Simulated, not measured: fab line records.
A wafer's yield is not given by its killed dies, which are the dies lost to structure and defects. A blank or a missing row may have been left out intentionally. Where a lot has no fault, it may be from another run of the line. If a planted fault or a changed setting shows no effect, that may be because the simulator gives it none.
fab line records | flow sfq-line
record lots=6 | wafers=18 | last-day=90
route steps=325 shown M5@198 A5B@209 R5@212 I5@228 M8@325
lots untouched by any fault: they come from a run of this same line in which no faults occurred
start-h: hours from the record's opening day to when the first of the lot's shown wafers began | wait-h: time in hours since the lot's previous step | " the same as in the row above | L1.1+2: a row that stands for several wafers | - no value, or no start was given | * or withheld: withheld | < > ~ a bound
route shown NAME@n: a module of which the file shows steps, and the number in the route of the first | usual: mean and standard deviation over wafers with no fault | same: alike in all rows | chamber/n: place in a boat | sites: per-site readings | _std_site: their standard deviation | _edge_site: the outer-site mean with the inner-site mean subtracted | radius-mm: how far each site lies from the wafer's centre | mask NAME#n: copy n | behind: the tool/chamber that last shaped the wafer | hold: why the lot went on hold/how many hours it stayed there/how the hold came to an end | device: which transistor (n, p or np) failed to switch | end of line: the route-end tests of the same wafers | a step with no rows: only its recipe | killed: at the first sort, the dies lost to defects and structure; wafer yield is something else | map: dies across one wafer; x = killed, . = not, _ = none there
set.NAME: the setting as run; set.NAME@STEP: as run at that earlier step | model.NAME: the simulator's own value behind a step, which no gauge read
lots at selected steps of the route; one table per step, one row per wafer
services: when a tool's chamber went out of use (start-h, in hours from the record's first day, below 0 if earlier), for how many hours, and the reason
## steps
# step SFQ_TRILAYER_M5_LITHO_COAT_128
# recipe resist=BARC | spin-rpm=3000 | resist-thk-nm=62
# step SFQ_TRILAYER_M5_LITHO_COAT_123
# recipe resist=KrF | spin-rpm=3000 | resist-thk-nm=600
# step SFQ_TRILAYER_M5_LITHO_SOFTBAKE_127
# recipe temp-c=withheld | time-s=withheld | resist=KrF
# step SFQ_TRILAYER_M5_LITHO_EXPOSE_124
# recipe mask-id=M5 | na=0.6 | source-shape=conventional | sigma-outer=0.65 | target-cd-nm=700 | dose-mj=14.4
# step SFQ_TRILAYER_M5_LITHO_PEB_126
# recipe peb-temp-c=115 | peb-time-s=60 | resist=KrF
# step SFQ_TRILAYER_M5_LITHO_DEVELOP_125
# recipe time-s=60 | resist=KrF
# step SFQ_M5_OVL_MEAS_932
# usual M5_OVL=2/5.4
lot.wafer | tool       | chamber | start-h | wait-h | M5_OVL[nm]
L999.2    | overlay-01 | -       | 1343.16 | 0.1    | 0
L999.3    | "          | -       | "       | "      | -1
L999.4    | "          | -       | "       | "      | 3
L103.2    | overlay-01 | -       | 1356.58 | 0.1    | 0
L103.3    | "          | -       | "       | "      | 6
L103.6    | "          | -       | "       | "      | 3
L108.3    | overlay-01 | -       | 1369.79 | 0.1    | -3
L108.4    | "          | -       | "       | "      | 6
L108.6    | "          | -       | "       | "      | 10
L109.1    | overlay-02 | -       | 1373.25 | 0.1    | -3
L109.5    | "          | -       | "       | "      | 5
L109.6    | "          | -       | "       | "      | -6
L115.2    | overlay-02 | -       | 1417.59 | 0.1    | 13
L115.3    | "          | -       | "       | "      | 10
L115.6    | "          | -       | "       | "      | 16
L119.1    | overlay-01 | -       | 1436.94 | 0.1    | -1
L119.3    | "          | -       | "       | "      | 0
L119.6    | "          | -       | "       | "      | 7
# step SFQ_TRILAYER_M5_BARC_OPEN_METAL_ETCH_161
# recipe mask-material=PR | chemistry=O2 | target-depth-nm=125 | target=BARC | icp-w=600 | bias-w=80 | pressure-mtorr=10 | time-s=41.7
# usual drypump-motor-current-A=5.6/0.62 | oes-product-au=0.685/0.0045 | rf-fwd-power-W=594.1/2.1
lot.wafer | tool         | chamber | start-h | wait-h | drypump-motor-current-A | oes-product-au | rf-fwd-power-W | rf-hours-counter-h
L999.2    | rie-metal-03 | 0       | 1343.19 | 0.0    | 5.1                     | 0.687          | 596.5          | 134
L999.3    | "            | 1       | "       | "      | 5.3                     | 0.683          | 593.8          | -
L999.4    | "            | 0       | "       | "      | 5.1                     | 0.679          | 597.4          | -
L103.2    | rie-metal-01 | 1       | 1356.61 | 0.0    | 6.7                     | 0.690          | 598.0          | 114
L103.3    | "            | 1       | "       | "      | 6.7                     | 0.687          | 598.7          | -
L103.6    | "            | 0       | "       | "      | 5.1                     | 0.685          | 594.4          | -
L108.3    | rie-metal-03 | 0       | 1369.83 | 0.0    | 5.1                     | 0.688          | 596.6          | -
L108.4    | "            | 1       | "       | "      | 5.3                     | 0.684          | 593.9          | -
L108.6    | "            | 1       | "       | "      | 5.3                     | 0.681          | 593.8          | -
L109.1    | rie-metal-03 | 1       | 1373.29 | 0.0    | 5.3                     | 0.686          | 593.3          | 130
L109.5    | "            | 0       | "       | "      | 5.1                     | 0.681          | 593.6          | -
L109.6    | "            | 1       | "       | "      | 5.3                     | 0.683          | 594.2          | -
L115.2    | rie-metal-01 | 0       | 1417.62 | 0.0    | 5.1                     | 0.680          | 593.3          | 4
L115.3    | "            | 0       | "       | "      | 5.1                     | 0.686          | 593.8          | -
L115.6    | "            | 1       | "       | "      | 6.7                     | 0.690          | 595.6          | -
L119.1    | rie-metal-03 | 1       | 1436.97 | 0.0    | 5.3                     | 0.685          | 596.7          | 144
L119.3    | "            | 1       | "       | "      | 5.3                     | 0.689          | 593.2          | -
L119.6    | "            | 1       | "       | "      | 5.3                     | 0.686          | 592.8          | -
# step SFQ_TRILAYER_M5_ETCH_METAL_ETCH_126
# recipe target=Nb | stop-on=SiO2 | mask-material=PR | over-etch-frac=0.15 | time-s=203.2 | chemistry=Cl2/BCl3 | target-depth-nm=265 | icp-w=600 | bias-w=80 | pressure-mtorr=10
# step SFQ_TRILAYER_M5_STRIP_STRIP_127
# recipe gas=O2 | power-w=200 | platen-temp-c=40 | overash-fraction=0.65 | chemistry=O2 | pressure-mtorr=50
# usual drypump-motor-current-A=5.6/0.62 | oes-product-au=0.999/0.0087
lot.wafer | tool         | chamber | start-h | wait-h | drypump-motor-current-A | oes-product-au | rf-hours-counter-h
L999.2    | rie-metal-03 | 0       | 1343.44 | 0.1    | 5.1                     | 1.002          | 134
L999.3    | "            | 1       | "       | "      | 5.3                     | 1.003          | -
L999.4    | "            | 0       | "       | "      | 5.1                     | 1.004          | -
L103.2    | rie-metal-01 | 1       | 1356.87 | 0.1    | 6.7                     | 1.006          | 115
L103.3    | "            | 1       | "       | "      | 6.7                     | 1.003          | -
L103.6    | "            | 0       | "       | "      | 5.1                     | 1.000          | -
L108.3    | rie-metal-03 | 0       | 1370.27 | 0.3    | 5.1                     | 0.989          | -
L108.4    | "            | 1       | "       | "      | 5.3                     | 0.990          | -
L108.6    | "            | 1       | "       | "      | 5.2                     | 0.991          | -
L109.1    | rie-metal-03 | 1       | 1373.54 | 0.1    | 5.3                     | 0.986          | 130
L109.5    | "            | 0       | "       | "      | 5.1                     | 1.004          | -
L109.6    | "            | 1       | "       | "      | 5.3                     | 0.988          | -
L115.2    | rie-metal-01 | 0       | 1417.87 | 0.1    | 5.1                     | 0.991          | 5
L115.3    | "            | 0       | "       | "      | 5.1                     | 1.008          | -
L115.6    | "            | 1       | "       | "      | 6.6                     | 0.994          | -
L119.1    | rie-metal-03 | 1       | 1437.48 | 0.3    | 5.2                     | 0.986          | 144
L119.3    | "            | 1       | "       | "      | 5.2                     | 0.993          | -
L119.6    | "            | 1       | "       | "      | 5.2                     | 0.994          | -
# step SFQ_TRILAYER_M5_STRIP_SOLV_CLEAN_128
# recipe chemistry=NMP | temp-c=70 | time-s=600
# step SFQ_TRILAYER_A5B_DEP_PECVD_129
# recipe material=SiO2 | temp-c=150 | time-s=133.33 | pressure-torr=2.4 | rf-w=183.3 | precursor=SiH4/N2O | target-thk-nm=600
# step SFQ_TRILAYER_A5B_CMP_CMP_130
# recipe stop-on=Nb | down-force-psi=3 | platen-rpm=60 | target-thk-nm=340.7
# usual edge-zone-pressure-frac=1.000/0.0053 | head-pressure-psi=3.000/0.0074 | motor-current-A=10.4/1.3
lot.wafer | tool   | chamber | start-h | wait-h | edge-zone-pressure-frac | head-pressure-psi | motor-current-A | model.SiO2_of_TRILAYER_A5B_DEP_PECVD_129.thk-nm
L999.2    | cmp-01 | 0       | 1344.32 | 0.0    | 0.994                   | 3.000             | 8.4             | 349.5
L999.4    | "      | 1       | "       | "      | 1.003                   | 2.997             | 9.2             | 344.5
L999.3    | "      | 3       | 1345.82 | 1.5    | 1.001                   | 3.001             | 10.7            | 345
L103.2    | cmp-01 | 3       | 1360.63 | 2.9    | 0.995                   | 3.005             | 10.8            | 349.1
L103.3    | "      | 2       | 1362.13 | 4.4    | 1.001                   | 3.004             | 9.9             | 338.4
L103.6    | "      | 0       | 1363.13 | 5.4    | 1.001                   | 3.010             | 8.9             | 352.2
L108.4    | cmp-01 | 3       | 1376.13 | 5.2    | -                       | -                 | -               | 606.1
L108.3    | "      | 0       | "       | "      | -                       | -                 | -               | 597.2
L108.6    | "      | 3       | 1378.13 | 7.2    | -                       | -                 | -               | 592.9
L109.1    | cmp-02 | 0       | 1378.83 | 4.5    | -                       | -                 | -               | 597.6
L109.6    | "      | 1       | "       | "      | -                       | -                 | -               | 602.3
L109.5    | "      | 2       | "       | "      | -                       | -                 | -               | 606.7
L115.2    | cmp-02 | 3       | 1419.37 | 0.7    | 0.999                   | 3.000             | 12.6            | 340.5
L115.3    | "      | 0       | "       | "      | 0.999                   | 3.013             | 9.7             | 343.8
L115.6    | "      | 0       | 1421.87 | 3.1    | 0.998                   | 3.007             | 10.4            | 351
L119.3    | cmp-01 | 1       | 1441.29 | 2.4    | 0.997                   | 3.014             | 9.4             | 337.3
L119.1    | "      | 2       | "       | "      | 1.005                   | 2.996             | 9.9             | 332.3
L119.6    | "      | 0       | 1442.79 | 3.8    | 1.004                   | 2.997             | 9.3             | 345.6
# step SFQ_TRILAYER_A5B_METRO_MEASURE_131
# usual thk-nm=343/6.1
lot.wafer | tool          | chamber | start-h | wait-h | thk-nm
L999.2    | film-metro-01 | -       | 1347.52 | 2.7    | 349
L999.3    | "             | -       | "       | "      | 345
L999.4    | "             | -       | "       | "      | 345
L103.2    | film-metro-03 | -       | 1363.83 | 2.7    | 349
L103.3    | "             | -       | "       | "      | 338
L103.6    | "             | -       | "       | "      | 352
L108.3    | film-metro-04 | -       | 1379.03 | 1.9    | 597
L108.4    | "             | -       | "       | "      | 606
L108.6    | "             | -       | "       | "      | 593
L109.1    | film-metro-01 | -       | 1380.33 | 1.0    | 597
L109.5    | "             | -       | "       | "      | 607
L109.6    | "             | -       | "       | "      | 602
L115.2    | film-metro-04 | -       | 1422.57 | 2.7    | 340
L115.3    | "             | -       | "       | "      | 343
L115.6    | "             | -       | "       | "      | 351
L119.1    | film-metro-03 | -       | 1443.29 | 1.0    | 332
L119.3    | "             | -       | "       | "      | 337
L119.6    | "             | -       | "       | "      | 346
# step SFQ_TRILAYER_R5_DEP_SPUTTER_132
# recipe material=Ti | base-pressure-pa=1.33e-06 | target-thk-nm=5 | power-w=2000 | time-s=5 | chamber-pressure-pa=0.4
# usual throttle-valve-pct=30.1/1.1
lot.wafer | tool           | chamber | start-h | wait-h | throttle-valve-pct
L999.2    | pvd-sputter-05 | -       | 1348.52 | 0.8    | 31.4
L999.3    | "              | -       | "       | "      | 30.7
L999.4    | "              | -       | "       | "      | 30.0
L103.2    | pvd-sputter-05 | -       | 1364.83 | 0.8    | 30.7
L103.3    | "              | -       | "       | "      | 29.8
L103.6    | "              | -       | "       | "      | 31.4
L108.3    | pvd-sputter-03 | -       | 1379.83 | 0.6    | 29.6
L108.4    | "              | -       | "       | "      | 28.9
L108.6    | "              | -       | "       | "      | 28.7
L109.1    | pvd-sputter-04 | -       | 1381.53 | 1.0    | 31.3
L109.5    | "              | -       | "       | "      | 30.8
L109.6    | "              | -       | "       | "      | 31.2
L115.2    | pvd-sputter-03 | -       | 1423.57 | 0.8    | 29.5
L115.3    | "              | -       | "       | "      | 28.7
L115.6    | "              | -       | "       | "      | 31.1
L119.1    | pvd-sputter-04 | -       | 1444.49 | 1.0    | 31.2
L119.3    | "              | -       | "       | "      | 31.3
L119.6    | "              | -       | "       | "      | 28.0
# step SFQ_TRILAYER_R5_DEP_SPUTTER_133
# recipe material=MoNx | base-pressure-pa=1.33e-06 | target-thk-nm=40 | power-w=1000 | time-s=66.7 | chamber-pressure-pa=0.4
# step SFQ_TRILAYER_R5_DEP_SPUTTER_134
# recipe material=Ti | base-pressure-pa=1.33e-06 | target-thk-nm=5 | power-w=2000 | time-s=5 | chamber-pressure-pa=0.4
# step SFQ_R5_RS_MEAS_933
# recipe thk-meas-gauge=four-point-probe | reads=Ti_of_TRILAYER_R5_DEP_SPUTTER_134+MoNx_of_TRILAYER_R5_DEP_SPUTTER_133+Ti_of_TRILAYER_R5_DEP_SPUTTER_132
# usual R5_MONX_RS=7.01/0.067
lot.wafer | tool          | chamber | start-h | wait-h | R5_MONX_RS[ohm/sq]
L999.2    | film-metro-03 | -       | 1348.64 | 0.0    | 7.02
L999.3    | "             | -       | "       | "      | 6.97
L999.4    | "             | -       | "       | "      | 6.87
L103.2    | film-metro-02 | -       | 1364.95 | 0.0    | 7.00
L103.3    | "             | -       | "       | "      | 6.91
L103.6    | "             | -       | "       | "      | 6.97
L108.3    | film-metro-02 | -       | 1379.97 | 0.0    | 7.02
L108.4    | "             | -       | "       | "      | 7.10
L108.6    | "             | -       | "       | "      | 7.09
L109.1    | film-metro-03 | -       | 1381.62 | 0.0    | 7.02
L109.5    | "             | -       | "       | "      | 7.03
L109.6    | "             | -       | "       | "      | 7.14
L115.2    | film-metro-03 | -       | 1423.68 | 0.0    | 6.98
L115.3    | "             | -       | "       | "      | 7.13
L115.6    | "             | -       | "       | "      | 7.01
L119.1    | film-metro-02 | -       | 1444.59 | 0.0    | 7.04
L119.3    | "             | -       | "       | "      | 7.10
L119.6    | "             | -       | "       | "      | 6.96
# step SFQ_R5_THK_MEAS_934
# recipe thk-meas-gauge=xrf | reads=MoNx_of_TRILAYER_R5_DEP_SPUTTER_133
# usual R5_MONX_THK=40.4/0.39
lot.wafer | tool          | chamber | start-h | wait-h | R5_MONX_THK[nm]
L999.2    | film-metro-03 | -       | 1348.75 | 0.1    | 40.3
L999.3    | "             | -       | "       | "      | 40.8
L999.4    | "             | -       | "       | "      | 41.3
L103.2    | film-metro-02 | -       | 1365.06 | 0.1    | 40.4
L103.3    | "             | -       | "       | "      | 41.0
L103.6    | "             | -       | "       | "      | 40.6
L108.3    | film-metro-02 | -       | 1380.07 | 0.1    | 40.5
L108.4    | "             | -       | "       | "      | 40.0
L108.6    | "             | -       | "       | "      | 40.2
L109.1    | film-metro-03 | -       | 1381.74 | 0.1    | 40.4
L109.5    | "             | -       | "       | "      | 40.3
L109.6    | "             | -       | "       | "      | 39.8
L115.2    | film-metro-03 | -       | 1423.79 | 0.1    | 40.9
L115.3    | "             | -       | "       | "      | 39.7
L115.6    | "             | -       | "       | "      | 40.4
L119.1    | film-metro-02 | -       | 1444.71 | 0.1    | 40.3
L119.3    | "             | -       | "       | "      | 40.2
L119.6    | "             | -       | "       | "      | 40.7
# step SFQ_TRILAYER_R5_LITHO_COAT_141
# recipe resist=BARC | spin-rpm=3000 | resist-thk-nm=62
# step SFQ_TRILAYER_R5_LITHO_COAT_136
# recipe resist=KrF | spin-rpm=3000 | resist-thk-nm=600
# step SFQ_TRILAYER_R5_LITHO_SOFTBAKE_140
# recipe temp-c=withheld | time-s=withheld | resist=KrF
# step SFQ_TRILAYER_R5_LITHO_EXPOSE_137
# recipe mask-id=R5 | na=0.6 | source-shape=conventional | sigma-outer=0.65 | target-cd-nm=500 | dose-mj=14.4
# step SFQ_TRILAYER_R5_LITHO_PEB_139
# recipe peb-temp-c=115 | peb-time-s=60 | resist=KrF
# step SFQ_TRILAYER_R5_LITHO_DEVELOP_138
# recipe time-s=60 | resist=KrF
# step SFQ_R5_OVL_MEAS_935
# usual R5_OVL=0/5.9
lot.wafer | tool       | chamber | start-h | wait-h | R5_OVL[nm]
L999.2    | overlay-01 | -       | 1464.54 | 0.1    | 2
L999.3    | "          | -       | "       | "      | 6
L999.4    | "          | -       | "       | "      | 4
L103.2    | overlay-02 | -       | 1475.34 | 0.1    | -4
L103.3    | "          | -       | "       | "      | 1
L103.6    | "          | -       | "       | "      | -4
L108.3    | overlay-01 | -       | 1497.08 | 0.1    | 1
L108.4    | "          | -       | "       | "      | -6
L108.6    | "          | -       | "       | "      | 0
L109.1    | overlay-01 | -       | 1499.46 | 0.1    | 12
L109.5    | "          | -       | "       | "      | 2
L109.6    | "          | -       | "       | "      | 8
L115.2    | overlay-02 | -       | 1526.29 | 0.1    | -3
L115.3    | "          | -       | "       | "      | 1
L115.6    | "          | -       | "       | "      | -4
L119.1    | overlay-01 | -       | 1543.18 | 0.1    | 17
L119.3    | "          | -       | "       | "      | 17
L119.6    | "          | -       | "       | "      | 15
# step SFQ_TRILAYER_R5_BARC_OPEN_METAL_ETCH_177
# recipe mask-material=PR | chemistry=O2 | target-depth-nm=125 | target=BARC | icp-w=600 | bias-w=80 | pressure-mtorr=10 | time-s=41.7
# usual drypump-motor-current-A=5.4/0.36 | oes-product-au=0.685/0.0048 | rf-fwd-power-W=592.6/2.1
lot.wafer | tool         | chamber | start-h | wait-h | drypump-motor-current-A | oes-product-au | rf-fwd-power-W | rf-hours-counter-h
L999.2    | rie-metal-02 | 1       | 1464.57 | 0.0    | 5.7                     | 0.679          | 593.7          | 135
L999.3    | "            | 0       | "       | "      | 5.0                     | 0.693          | 590.2          | -
L999.4    | "            | 1       | "       | "      | 5.7                     | 0.696          | 592.1          | -
L103.2    | rie-metal-03 | 1       | 1475.37 | 0.0    | 5.2                     | 0.686          | 595.4          | 151
L103.3    | "            | 1       | "       | "      | 5.2                     | 0.684          | 593.8          | -
L103.6    | "            | 1       | "       | "      | 5.2                     | 0.681          | 593.9          | -
L108.3    | rie-metal-02 | 0       | 1497.12 | 0.0    | 5.0                     | 0.685          | 589.9          | -
L108.4    | "            | 1       | "       | "      | 5.7                     | 0.682          | 593.7          | -
L108.6    | "            | 0       | "       | "      | 5.0                     | 0.683          | 591.1          | -
L109.1    | rie-metal-02 | 0       | 1499.50 | 0.0    | 5.0                     | 0.688          | 592.9          | 20
L109.5    | "            | 1       | "       | "      | 5.7                     | 0.695          | 590.8          | -
L109.6    | "            | 0       | "       | "      | 5.0                     | 0.683          | 590.3          | -
L115.2    | rie-metal-02 | 0       | 1526.34 | 0.0    | 5.0                     | 0.683          | 590.3          | -
L115.3    | "            | 0       | "       | "      | 5.0                     | 0.679          | 591.0          | -
L115.6    | "            | 0       | "       | "      | 5.0                     | 0.687          | 591.3          | -
L119.1    | rie-metal-02 | 1       | 1543.22 | 0.0    | 5.7                     | 0.678          | 594.6          | 2
L119.3    | "            | 0       | "       | "      | 5.0                     | 0.683          | 591.4          | -
L119.6    | "            | 0       | "       | "      | 5.0                     | 0.688          | 590.0          | -
# step SFQ_TRILAYER_R5_ETCH_METAL_ETCH_139
# recipe stop-on=SiO2 | mask-material=PR | chemistry=Cl2 | target-depth-nm=60 | icp-w=600 | bias-w=80 | pressure-mtorr=10 | time-s=40
# step SFQ_TRILAYER_R5_STRIP_STRIP_140
# recipe gas=O2 | power-w=200 | platen-temp-c=40 | overash-fraction=0.65 | chemistry=O2 | pressure-mtorr=50
# step SFQ_TRILAYER_R5_STRIP_SOLV_CLEAN_141
# recipe chemistry=NMP | temp-c=70 | time-s=600
# step SFQ_TRILAYER_A5C_DEP_PECVD_142
# recipe material=SiO2 | temp-c=150 | time-s=15.556 | pressure-torr=2.4 | rf-w=183.3 | precursor=SiH4/N2O | target-thk-nm=70
# step SFQ_TRILAYER_I5_LITHO_COAT_149
# recipe resist=BARC | spin-rpm=3000 | resist-thk-nm=62
# step SFQ_TRILAYER_I5_LITHO_COAT_144
# recipe resist=KrF | spin-rpm=3000 | resist-thk-nm=650
# step SFQ_TRILAYER_I5_LITHO_SOFTBAKE_148
# recipe temp-c=withheld | time-s=withheld | resist=KrF
# step SFQ_TRILAYER_I5_LITHO_EXPOSE_145
# recipe mask-id=I5 | na=0.6 | source-shape=conventional | sigma-outer=0.65 | target-cd-nm=700 | dose-mj=21.3
# step SFQ_TRILAYER_I5_LITHO_PEB_147
# recipe peb-temp-c=115 | peb-time-s=60 | resist=KrF
# step SFQ_TRILAYER_I5_LITHO_DEVELOP_146
# recipe time-s=60 | resist=KrF
# step SFQ_I5_OVL_MEAS_936
# usual I5_OVL=-2/5.4
lot.wafer | tool       | chamber | start-h | wait-h | I5_OVL[nm]
L999.2    | overlay-02 | -       | 1571.64 | 0.1    | -6
L999.3    | "          | -       | "       | "      | -8
L999.4    | "          | -       | "       | "      | -6
L103.2    | overlay-01 | -       | 1580.04 | 0.1    | -2
L103.3    | "          | -       | "       | "      | 3
L103.6    | "          | -       | "       | "      | -2
L108.3    | overlay-01 | -       | 1594.44 | 0.1    | -12
L108.4    | "          | -       | "       | "      | -5
L108.6    | "          | -       | "       | "      | -1
L109.1    | overlay-02 | -       | 1598.03 | 0.1    | -5
L109.5    | "          | -       | "       | "      | -5
L109.6    | "          | -       | "       | "      | -1
L115.2    | overlay-02 | -       | 1629.36 | 0.1    | -8
L115.3    | "          | -       | "       | "      | -4
L115.6    | "          | -       | "       | "      | -7
L119.1    | overlay-02 | -       | 1642.56 | 0.1    | -4
L119.3    | "          | -       | "       | "      | -9
L119.6    | "          | -       | "       | "      | -4
# step SFQ_TRILAYER_I5_BARC_OPEN_VIA_ETCH_200
# recipe mask-material=PR | chemistry=O2 | target-depth-nm=125 | target=BARC | source-w=500 | bias-w=80 | pressure-mtorr=30 | time-s=41.7
# step SFQ_TRILAYER_I5_ETCH_VIA_ETCH_147
# recipe stop-on=Nb | mask-material=PR | chemistry=CHF3 | target-depth-nm=360 | source-w=500 | bias-w=80 | pressure-mtorr=30 | time-s=withheld
# step SFQ_TRILAYER_I5_STRIP_STRIP_148
# recipe gas=O2 | power-w=200 | platen-temp-c=40 | overash-fraction=0.65 | chemistry=O2 | pressure-mtorr=50
# usual drypump-motor-current-A=5.6/0.58 | oes-product-au=1.002/0.0094
lot.wafer | tool         | chamber | start-h | wait-h | drypump-motor-current-A | oes-product-au | rf-hours-counter-h
L999.2    | rie-metal-02 | 1       | 1571.86 | -      | 5.7                     | 1.006          | 7
L999.3    | "            | 0       | "       | "      | 5.0                     | 1.014          | -
L999.4    | "            | 1       | "       | "      | 5.7                     | 1.002          | -
L103.2    | rie-metal-04 | 1       | 1580.26 | -      | 5.9                     | 1.008          | 50
L103.3    | "            | 0       | "       | "      | 5.7                     | 1.016          | -
L103.6    | "            | 1       | "       | "      | 5.9                     | 1.009          | -
L108.3    | rie-metal-01 | 0       | 1594.86 | -      | 5.1                     | 0.990          | -
L108.4    | "            | 1       | "       | "      | 6.6                     | 1.010          | -
L108.6    | "            | 0       | "       | "      | 5.1                     | 0.989          | -
L109.1    | rie-metal-04 | 0       | 1598.26 | -      | 5.7                     | 1.005          | 4
L109.5    | "            | 1       | "       | "      | 5.9                     | 0.989          | -
L109.6    | "            | 0       | "       | "      | 5.7                     | 1.004          | -
L115.2    | rie-metal-04 | 0       | 1629.58 | -      | 5.7                     | 1.011          | 8
L115.3    | "            | 1       | "       | "      | 5.9                     | 1.000          | -
L115.6    | "            | 0       | "       | "      | 5.7                     | 1.012          | -
L119.1    | rie-metal-04 | 1       | 1642.78 | -      | 5.8                     | 1.001          | 57
L119.3    | "            | 0       | "       | "      | 5.7                     | 1.016          | -
L119.6    | "            | 1       | "       | "      | 5.9                     | 1.001          | -
# step SFQ_TRILAYER_I5_STRIP_SOLV_CLEAN_149
# recipe chemistry=NMP | temp-c=70 | time-s=600
# step SFQ_M8_BOW_MEAS_951
# recipe mode=bow
# usual M8_BOW=6/12
lot.wafer | tool          | chamber | start-h | wait-h | M8_BOW[um] | model.etest.i5.link-ohm
L999.2    | film-metro-03 | -       | 1818.61 | 0.0    | 7          | 2.263
L999.3    | "             | -       | "       | "      | 7          | 2.298
L999.4    | "             | -       | "       | "      | 9          | 2.273
L103.2    | film-metro-02 | -       | 1844.33 | 0.0    | 11         | 2.295
L103.3    | "             | -       | "       | "      | 16         | 2.278
L103.6    | "             | -       | "       | "      | 6          | 2.284
L108.3    | film-metro-03 | -       | 1981.87 | 0.0    | 5          | 2.403
L108.4    | "             | -       | "       | "      | -1         | 2.406
L108.6    | "             | -       | "       | "      | -5         | 2.393
L109.1    | film-metro-02 | -       | 1983.03 | 0.0    | -15        | 2.392
L109.5    | "             | -       | "       | "      | -20        | 2.402
L109.6    | "             | -       | "       | "      | 0          | 2.4
L115.2    | film-metro-02 | -       | 2142.15 | 0.0    | 1          | 2.278
L115.3    | "             | -       | "       | "      | 14         | 2.291
L115.6    | "             | -       | "       | "      | 16         | 2.307
L119.1    | film-metro-03 | -       | 2160.13 | 0.0    | 11         | 2.303
L119.3    | "             | -       | "       | "      | 21         | 2.294
L119.6    | "             | -       | "       | "      | -3         | 2.308
## services
tool           | chamber | start-h | hours | kind
pvd-sputter-04 | -       | 1361.43 | 6.2   | repair
film-metro-03  | -       | 1376.83 | 0.4   | pm
rie-metal-04   | -       | 1379.08 | 0.6   | repair
rie-metal-03   | 1       | 1384.04 | 4.1   | repair
rie-metal-04   | -       | 1392.37 | 6.5   | repair
film-metro-03  | -       | 1394.44 | 0.4   | pm
rie-metal-02   | -       | 1403.08 | 1.4   | pm
cmp-01         | -       | 1436.29 | 4.0   | pm
film-metro-01  | -       | 1441.25 | 0.3   | pm
film-metro-04  | -       | 1442.24 | 0.2   | pm
cmp-02         | -       | 1442.72 | 2.9   | repair
pvd-sputter-04 | -       | 1445.46 | 5.4   | repair
film-metro-03  | -       | 1449.15 | 0.4   | pm
cmp-02         | -       | 1459.98 | 0.5   | repair
cmp-01         | -       | 1466.21 | 8.8   | pm
rie-metal-03   | 1       | 1491.93 | 16.0  | repair
cmp-01         | -       | 1510.22 | 2.5   | repair
rie-metal-04   | 0       | 1516.64 | 23.1  | repair
rie-metal-03   | -       | 1522.78 | 2.8   | pm
cmp-01         | -       | 1536.58 | 0.4   | repair
cmp-01         | -       | 1541.84 | 1.2   | repair
rie-metal-04   | 1       | 1542.73 | 12.8  | repair
cmp-01         | -       | 1615.97 | 1.2   | repair
cmp-01         | -       | 1624.31 | 4.8   | pm
## key
first-sign step=SFQ_TRILAYER_A5B_CMP_CMP_130 | reading=tool-record | direction=missing
effect step=SFQ_TRILAYER_A5B_METRO_MEASURE_131 | reading=thk-nm | direction=up | sigmas=42 | usual=343 | struck=600
model-effect step=SFQ_TRILAYER_A5B_CMP_CMP_130 | value=SiO2_of_TRILAYER_A5B_DEP_PECVD_129.thk-nm | without=342.5 | struck=600.5
model-effect step=SFQ_M8_BOW_MEAS_951 | value=etest.i5.link-ohm | without=2.28 | struck=2.399
met-at SFQ_TRILAYER_A5B_CMP_CMP_130
struck-wafers L108.3,L108.4,L108.6,L109.1,L109.5,L109.6
onset-between 1360.63 1376.13
fault kind=skipped-step-whole | tool=cmp-01,cmp-02 | chamber=- | onset-h=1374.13 | steps=SFQ_TRILAYER_A5B_CMP_CMP_130 | scope=struck-lots-only
